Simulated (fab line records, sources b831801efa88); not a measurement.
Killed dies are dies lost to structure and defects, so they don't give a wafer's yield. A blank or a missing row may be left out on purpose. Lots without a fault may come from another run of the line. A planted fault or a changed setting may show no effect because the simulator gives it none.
Chamber matching | flow gf180mcu | GF_V3_CMP_04 on cmp-02: 4 sister chambers
The step polishes SiO2. 8 wafers are shown with their chamber, then 11 later ones without.

WAFERS WITH THEIR CHAMBER
wafer  | chamber | motor_current_A (A) | time_to_endpoint_s (s)
L075.5 | 1       | 11.0                | 98
L079.3 | 1       | 11.1                | 88
L080.2 | 0       | 14.2                | 81
L081.6 | 2       | 12.2                | 91
L082.1 | 3       | 11.7                | 82
L082.2 | 2       | 12.0                | 77
L082.3 | 0       | 13.4                | 82
L085.4 | 3       | 11.3                | 76

WAFERS WITHOUT THEIR CHAMBER
wafer  | motor_current_A (A) | time_to_endpoint_s (s)
L085.5 | 11.6                | 84
L085.6 | 11.1                | 72
L092.1 | 13.0                | 77
L092.3 | 10.9                | 85
L092.4 | 12.9                | 82
L096.2 | 13.5                | 78
L096.4 | 12.0                | 75
L096.6 | 11.3                | 75
L097.3 | 11.6                | 63
L097.5 | 13.9                | 79
L097.6 | 11.2                | 79

WHICH CHAMBER EACH WENT THROUGH
wafer  | from the rows above          | in truth
L085.5 | can't be placed: 3 or 2 or 1 | 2
L085.6 | can't be placed: 3 or 1 or 2 | 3
L092.1 | can't be placed: 0 or 2      | 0
L092.3 | can't be placed: 1 or 3      | 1
L092.4 | can't be placed: 2 or 0 or 3 | 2
L096.2 | 0                            | 0
L096.4 | can't be placed: 2 or 3      | 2
L096.6 | can't be placed: 3 or 2      | 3
L097.3 | can't be placed: 3 or 2      | 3
L097.5 | 0                            | 0
L097.6 | can't be placed: 3 or 1 or 2 | 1
Placed correctly: 2 of 11. Can't be placed from these rows: 9 (the true chamber is among the candidates in 9). Placed wrongly: 0.
How it was worked out, from the rows above alone: a wafer's distance from a chamber is the root of the sum, over the readings, of the square of ((its reading less the chamber's mean) divided by the reading's scatter). The wafer belongs to the nearest chamber; if the next one is less than 2 further off, it can't be placed. A chamber's mean is the mean of its shown wafers. The scatter: the root of (the sum of the squares of (reading less its chamber's mean) over the shown wafers, divided by (wafers less chambers)).
